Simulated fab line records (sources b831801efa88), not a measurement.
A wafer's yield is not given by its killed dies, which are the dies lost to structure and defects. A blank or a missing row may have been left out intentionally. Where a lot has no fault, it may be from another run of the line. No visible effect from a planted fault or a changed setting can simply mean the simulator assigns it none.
Which tool is to blame?	flow sky130	13 lots with 37 wafers sampled at 4 steps, on a route of 708 steps

## WHAT THE GAUGES SHOWED, per wafer
SKY_LOCAL_INTERCONNECT_CD_MEAS_11 targets a cd of 170 nm. Usual: cd-nm 170.1 nm, standard deviation 1.7.
lot	measured	on	cd-nm (nm)	flag
L232	day 30 15:33	cd-sem-02	171.4 169.9 169.8	
L233	day 31 21:18	cd-sem-02	165.4 165.2 167.3	
L235	day 32 09:50	cd-sem-02	171.2 170.6 170.9	
L236	day 32 10:46	cd-sem-02	167.9 169.1 170.1	
L238	day 33 01:19	cd-sem-02	172.0 171.9	
L240	day 33 12:02	cd-sem-02	171.6 171.3	
L243	day 34 05:47	cd-sem-01	169.3 169.5 170.0	
L245	day 34 14:29	cd-sem-02	171.0 170.4 171.3	
L246	day 34 16:45	cd-sem-02	169.8 170.3 172.3	
L251	day 36 22:47	cd-sem-02	170.3 170.9 169.5	
L253	day 36 22:59	cd-sem-02	171.9 172.6 171.7	
L252	day 36 23:33	cd-sem-02	171.2 171.7 171.7	
L254	day 37 01:36	cd-sem-01	170.9 170.8 171.0	

SKY_CONTACT_THK_MEAS_03. Usual: CONTACT_HDPCVD_THK gives 567 nm (standard deviation 7.8).
lot	measured	on	CONTACT_HDPCVD_THK (nm)	flag
L232	day 30 16:43	film-metro-02	573 575 563	
L233	day 31 22:23	film-metro-02	568 557 566	
L235	day 32 10:54	film-metro-01	568 564 564	
L236	day 32 11:56	film-metro-02	568 559 567	
L238	day 33 02:20	film-metro-02	588 562	
L240	day 33 13:04	film-metro-01	607 559	
L243	day 34 06:49	film-metro-02	598 563 606	
L245	day 34 15:29	film-metro-02	580 569 574	
L246	day 34 17:47	film-metro-01	577 580 574	
L251	day 36 23:48	film-metro-01	570 570 562	
L253	day 37 00:26	film-metro-01	565 566 561	
L252	day 37 00:36	film-metro-04	573 567 578	
L254	day 37 03:07	film-metro-02	561 559 566	

## TOOL THAT RAN EACH LOT (tool first, then ch and the chambers of the sampled wafers, then the start)
lot	SKY_LI_CONTACT_SPUTTER_20	SKY_CONTACT_HDPCVD_02
L232	pvd-sputter-04, day 29 12:13	hdpcvd-02 ch 0,1, day 30 16:38
L233	pvd-sputter-01, day 30 17:07	hdpcvd-01 ch 0,1, day 31 22:19
L235	pvd-sputter-03, day 31 06:32	hdpcvd-02 ch 0,1,2, day 32 10:49
L236	pvd-sputter-04, day 31 07:22	hdpcvd-02 ch 0,1,2, day 32 11:52
L238	pvd-sputter-04, day 31 22:38	hdpcvd-01 ch 0,2, day 33 02:16
L240	pvd-sputter-01, day 32 09:01	hdpcvd-01 ch 1,2, day 33 13:00
L243	pvd-sputter-04, day 33 02:14	hdpcvd-01 ch 0,1, day 34 06:44
L245	pvd-sputter-03, day 33 11:20	hdpcvd-02 ch 0,1,2, day 34 15:26
L246	pvd-sputter-01, day 33 13:11	hdpcvd-02 ch 1,2, day 34 17:43
L251	pvd-sputter-01, day 35 20:07	hdpcvd-02 ch 1,2, day 36 23:44
L253	pvd-sputter-04, day 35 20:25	hdpcvd-01 ch 0,2, day 37 00:20
L252	pvd-sputter-04, day 35 21:12	hdpcvd-02 ch 0,1,2, day 37 00:31
L254	pvd-sputter-01, day 35 23:22	hdpcvd-01 ch 0,1,2, day 37 03:03
- SKY_LI_CONTACT_SPUTTER_20: material TiN, target thk 20 nm, time 80 s.
- SKY_CONTACT_HDPCVD_02: deposits SiO2, target thk 565 nm, time 94.2 s.

## AS READ BY THE TOOLS THEMSELVES (means over the sampled wafers that have a number; for cases with no such wafer, the mark the record gives instead)
SKY_LI_CONTACT_SPUTTER_20. Usual: throttle-valve-pct 30.1 %, standard deviation 0.72.
lot	tool	throttle-valve-pct (%)	flag
L232	pvd-sputter-04	29.8	
L233	pvd-sputter-01	30.3	
L235	pvd-sputter-03	29.4	
L236	pvd-sputter-04	29.7	
L238	pvd-sputter-04	29.5	
L240	pvd-sputter-01	30.8	
L243	pvd-sputter-04	29.8	
L245	pvd-sputter-03	30.7	
L246	pvd-sputter-01	30.1	
L251	pvd-sputter-01	30.4	
L253	pvd-sputter-04	29.8	
L252	pvd-sputter-04	29.5	
L254	pvd-sputter-01	30.5	

SKY_CONTACT_HDPCVD_02. Usual: run-length-s 122.0 s, standard deviation 0.65.
lot	tool	run-length-s (s)	flag
L232	hdpcvd-02	121.9	
L233	hdpcvd-01	121.9	
L235	hdpcvd-02	122.4	
L236	hdpcvd-02	122.6	
L238	hdpcvd-01	124.6	OFF
L240	hdpcvd-01	125.3	OFF
L243	hdpcvd-01	125.7	OFF
L245	hdpcvd-02	122.2	
L246	hdpcvd-02	122.8	
L251	hdpcvd-02	122.4	
L253	hdpcvd-01	121.6	
L252	hdpcvd-02	122.1	
L254	hdpcvd-01	121.8	

## THE ANSWER, worked out from the rows above alone
Rule: lot off if the mean of its wafers having a number is beyond 3 standard deviations from the usual mean. Also off: a lot with no number at a reading for which 4 or more lots have one. All remaining lots with rows at the step are treated as sound. After the gauges, taken in route order, come the tools' own readings; for these a lot's mean is taken, as printed above. The first step at which some lot is off is used, and at that step the reading that is off furthest; a lot without a number counts as furthest.
Off: L238, L240, L243, at SKY_CONTACT_HDPCVD_02 (run-length-s).
If a tool, at that step or one of the process steps before it, ran each lot that is off and ran no sound lot following the first of them, it fits. Of those tried, none fits.

## WHAT WAS PUT IN BY THE SIMULATOR
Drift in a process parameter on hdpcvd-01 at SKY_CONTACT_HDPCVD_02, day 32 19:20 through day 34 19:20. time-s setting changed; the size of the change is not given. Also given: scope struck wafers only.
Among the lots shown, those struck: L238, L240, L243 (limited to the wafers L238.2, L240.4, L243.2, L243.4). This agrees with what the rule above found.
